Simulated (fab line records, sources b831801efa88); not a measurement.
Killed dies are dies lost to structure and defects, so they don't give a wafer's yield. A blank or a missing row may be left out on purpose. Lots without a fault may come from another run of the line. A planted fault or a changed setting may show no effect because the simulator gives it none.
fab line records | flow sfq_line
record lots=14 wafers=40 last_day=83
route steps=325 shown I0@44
lots that met no fault: from a run of the same line without faults
start_h: hours from the record's first day to the start of the lot's first wafer shown | wait_h: hours since the lot's step before | " the same as in the row above | L1.1+2: a row that stands for several wafers | - no value, or no start given | * or withheld: withheld | < > ~ a bound
route shown NAME@n: a module of which the file shows steps, and the number in the route of the first | usual: mean/standard deviation of fault-free wafers | same: alike in all rows | chamber/n: place in a boat | sites: the reading at each site | _std_site: their standard deviation | _edge_site: outer sites' mean less inner sites' | radius_mm: how far each site lies from the wafer's centre | mask NAME#n: copy n | behind: the tool/chamber that last shaped the wafer | hold: why the lot was held/for how many hours/how that ended | device: the transistor (n, p or np) that didn't switch | end of line: the same wafers' tests at the end of the route | a step without rows: its recipe alone | killed: dies lost to structure and defects at the first sort, not the wafer's yield | map: a wafer's dies, x killed, . not, _ none there
set.NAME: the setting as run; set.NAME@STEP: as run at that earlier step | model.NAME: the simulator's own value behind a step, which no gauge read
steps of the route over a sample of lots; a table a step, a row a wafer
services: from which hour (start_h, from the record's first day; less than 0 if before it) a tool's chamber was out of use, for how many hours, and why
## steps
# step SFQ_TRILAYER_I0_CMP_CMP_028
# recipe material=SiO2 down_force_psi=3 platen_rpm=60 pad_velocity_m_s=0.94248
# usual head_pressure_psi=3.000/0.006 motor_current_A=10.8/0.44 time_to_endpoint_s=212/6.5
# columns lot.wafer tool chamber start_h wait_h head_pressure_psi motor_current_A time_to_endpoint_s
L550.2 cmp-02 3 189.71 9.0 2.998 11.1 211
L550.5 " 2 191.21 10.5 2.998 11.5 218
L550.6 " 3 " " 2.997 10.7 218
L552.1 cmp-01 2 194.45 7.8 3.010 10.6 210
L552.4 " 0 195.45 8.7 2.993 11.2 220
L552.5 " 2 196.45 9.7 3.006 10.5 214
L553.2 cmp-01 3 196.95 7.7 2.996 10.6 200
L553.1 " 1 197.95 8.7 2.996 10.8 202
L553.3 " 2 " " 3.009 10.9 203
L554.4 cmp-02 2 205.93 10.8 3.008 11.4 211
L554.1 " 3 " " 2.993 11.1 198
L554.6 " 2 207.93 12.8 2.999 11.7 212
L555.3 cmp-01 3 205.95 8.4 2.997 10.9 205
L555.1 " 2 207.45 9.9 3.000 9.6 217
L555.5 " 0 208.45 10.9 2.999 10.4 217
L556.1 cmp-01 2 209.95 10.0 2.997 10.0 218
L556.3 " 3 " " 2.998 10.9 210
L556.6 " 0 " " 2.999 10.9 210
L557.1 cmp-02 2 215.43 10.6 3.009 11.0 201
L557.5 " 0 216.43 11.6 3.001 10.4 214
L557.6 " 1 " " 2.991 10.3 221
L560.1 cmp-01 3 230.95 14.2 3.003 10.9 202
L560.3 " 0 " " 3.003 11.1 204
L560.5 " 1 " " 2.996 11.0 211
L568.4 cmp-01 0 276.78 0.6 2.988 10.5 212
L568.6 " 0 278.78 2.6 3.002 10.8 274
L569.1 cmp-01 2 286.96 0.0 3.002 10.8 279
L569.6 " 3 289.46 2.5 2.996 10.8 287
L570.3 cmp-01 0 392.04 0.0 2.997 11.0 202
L570.2 " 3 393.54 1.5 3.008 10.8 199
L570.5 " 0 " " 2.992 10.8 213
L571.3 cmp-01 3 395.54 2.3 3.002 10.9 215
L571.4 " 1 396.54 3.3 3.009 10.8 215
L571.5 " 2 " " 3.005 10.8 223
L572.2 cmp-01 1 399.04 3.4 3.007 11.4 202
L572.1 " 2 " " 2.999 10.4 211
L572.6 " 3 " " 3.003 10.8 205
L573.4 cmp-01 3 402.54 3.3 2.999 10.9 212
L573.6 " 0 " " 3.002 10.4 214
L573.5 " 1 " " 3.002 10.5 218
# step SFQ_TRILAYER_I0_METRO_MEASURE_029
# usual thk_nm=199.6/1
# columns lot.wafer tool chamber start_h wait_h thk_nm
L550.2 film_metro-04 - 192.53 0.3 198.8
L550.5 " - " " 200.5
L550.6 " - " " 199.5
L552.1 film_metro-04 - 197.07 0.1 199.7
L552.4 " - " " 200.6
L552.5 " - " " 200.9
L553.1 film_metro-04 - 200.07 0.1 199.4
L553.2 " - " " 197.8
L553.3 " - " " 200.1
L554.1 film_metro-03 - 208.55 0.1 198.3
L554.4 " - " " 199.6
L554.6 " - " " 197.8
L555.1 film_metro-04 - 209.07 0.1 199.9
L555.3 " - " " 200.2
L555.5 " - " " 200.0
L556.1 film_metro-04 - 212.07 0.1 200.7
L556.3 " - " " 200.0
L556.6 " - " " 200.8
L557.1 film_metro-01 - 217.55 0.1 201.3
L557.5 " - " " 200.6
L557.6 " - " " 200.0
L560.1 film_metro-03 - 233.07 0.1 198.4
L560.3 " - " " 198.0
L560.5 " - " " 198.3
L568.4 film_metro-01 - 280.50 0.6 200.2
L568.6 " - " " 302.4
L569.1 film_metro-01 - 290.08 0.1 306.9
L569.6 " - 291.08 1.0 307.8
L570.2 film_metro-03 - 395.36 0.3 200.5
L570.3 " - " " 200.2
L570.5 " - " " 200.1
L571.3 film_metro-03 - 398.56 0.5 199.7
L571.4 " - " " 200.7
L571.5 " - " " 200.0
L572.1 film_metro-01 - 401.16 0.1 199.9
L572.2 " - " " 198.6
L572.6 " - " " 198.6
L573.4 film_metro-01 - 404.76 0.6 197.8
L573.5 " - " " 199.1
L573.6 " - " " 198.3
# step SFQ_TRILAYER_I0_VIA_ETCH_VIA_ETCH_034
# recipe target=SiO2 stop_on=Nb mask_material=PR taper_deg=20 chemistry=CHF3 target_depth_nm=260 source_w=500 bias_w=80 pressure_mtorr=30 time_s=withheld
# usual drypump_motor_current_A=5.6/0.44 oes_product_au=0.853/0.0053
# columns lot.wafer tool chamber start_h wait_h drypump_motor_current_A oes_product_au
L550.2 rie_diel-04 1 285.96 0.0 4.9 0.853
L550.5 " 3 " " 5.6 0.844
L550.6 " 0 " " 6.2 0.851
L552.1 rie_diel-03 2 289.81 0.0 5.4 0.853
L552.4 " 0 " " 6.3 0.855
L552.5 " 2 " " 5.4 0.861
L553.1 rie_diel-03 3 294.61 0.0 5.7 0.849
L553.2 " 1 " " 5.6 0.856
L553.3 " 2 " " 5.4 0.855
L554.1 rie_diel-03 1 304.21 0.0 5.6 0.850
L554.4 " 3 " " 5.8 0.851
L554.6 " 3 " " 5.8 0.851
L555.1 rie_diel-02 1 305.41 0.0 5.1 0.850
L555.3 " 3 " " 5.3 0.853
L555.5 " 1 " " 5.1 0.853
L556.1 rie_diel-04 2 310.21 0.0 5.6 0.859
L556.3 " 3 " " 5.6 0.856
L556.6 " 0 " " 6.2 0.871
L557.1 rie_diel-02 1 316.21 0.0 5.1 0.858
L557.5 " 3 " " 5.3 0.858
L557.6 " 2 " " 5.6 0.856
L560.1 rie_diel-02 1 339.89 0.0 5.1 0.847
L560.3 " 0 " " 6.4 0.850
L560.5 " 2 " " 5.6 0.844
L568.4 rie_diel-04 2 383.84 0.0 5.6 0.855
L568.6 " 2 " " 5.5 0.994
L569.1 rie_diel-03 3 393.44 0.0 5.7 1.011
L569.6 " 3 " " 5.7 1.021
L570.2 rie_diel-03 0 399.64 0.0 6.4 0.863
L570.3 " 2 " " 5.5 0.846
L570.5 " 2 " " 5.4 0.854
L571.3 rie_diel-04 2 402.04 0.0 5.5 0.854
L571.4 " 0 " " 6.1 0.850
L571.5 " 2 " " 5.5 0.855
L572.1 rie_diel-03 1 404.68 0.0 5.6 0.850
L572.2 " 2 " " 5.4 0.845
L572.6 " 0 " " 6.3 0.845
L573.4 rie_diel-02 1 407.68 0.0 5.1 0.858
L573.5 " 0 " " 6.4 0.862
L573.6 " 1 " " 5.1 0.850
## services
# columns tool chamber start_h hours kind
film_metro-03 - 166.50 0.4 pm
film_metro-04 - 168.77 5.4 pm
cmp-01 - 173.96 0.7 repair
cmp-01 - 175.88 4.2 repair
cmp-01 - 191.73 2.2 repair
film_metro-04 - 193.53 1.7 pm
rie_diel-02 - 202.08 3.0 repair
film_metro-01 - 202.32 0.8 pm
rie_diel-02 0 202.66 5.5 repair
rie_diel-03 - 205.75 15.6 pm
film_metro-03 - 219.42 1.6 pm
cmp-01 - 232.95 4.0 pm
rie_diel-03 1 236.02 4.3 repair
film_metro-03 - 263.93 0.4 pm
film_metro-04 - 266.23 2.6 pm
film_metro-01 - 281.49 2.2 pm
rie_diel-02 0 292.95 8.0 repair
cmp-01 - 327.40 6.2 pm
film_metro-04 - 333.81 0.4 pm
rie_diel-02 1 345.37 3.0 repair
rie_diel-02 2 347.69 4.0 repair
film_metro-01 - 350.17 0.7 pm
rie_diel-02 - 377.61 10.0 pm
rie_diel-02 3 390.45 9.1 repair
## key
first_sign step=SFQ_TRILAYER_I0_CMP_CMP_028 reading=time_to_endpoint_s direction=up sigmas=10 usual=* struck=*
effect step=SFQ_TRILAYER_I0_METRO_MEASURE_029 reading=thk_nm direction=up sigmas=99+ usual=199.6 struck=305.7
effect step=SFQ_TRILAYER_I0_VIA_ETCH_VIA_ETCH_034 reading=oes_product_au direction=up sigmas=30 usual=0.853 struck=1.009
met_at SFQ_TRILAYER_I0_CMP_CMP_028
struck_lots L568,L569
struck_wafers L568.6,L569.1,L569.6
onset_between 230.95 276.78
fault kind=process_parameter_drift tool=cmp-01 chamber=- onset_h=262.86 steps=SFQ_TRILAYER_I0_CMP_CMP_028 channel=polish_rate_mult offset=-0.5 shape=step end_h=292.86 scope=struck_wafers_only
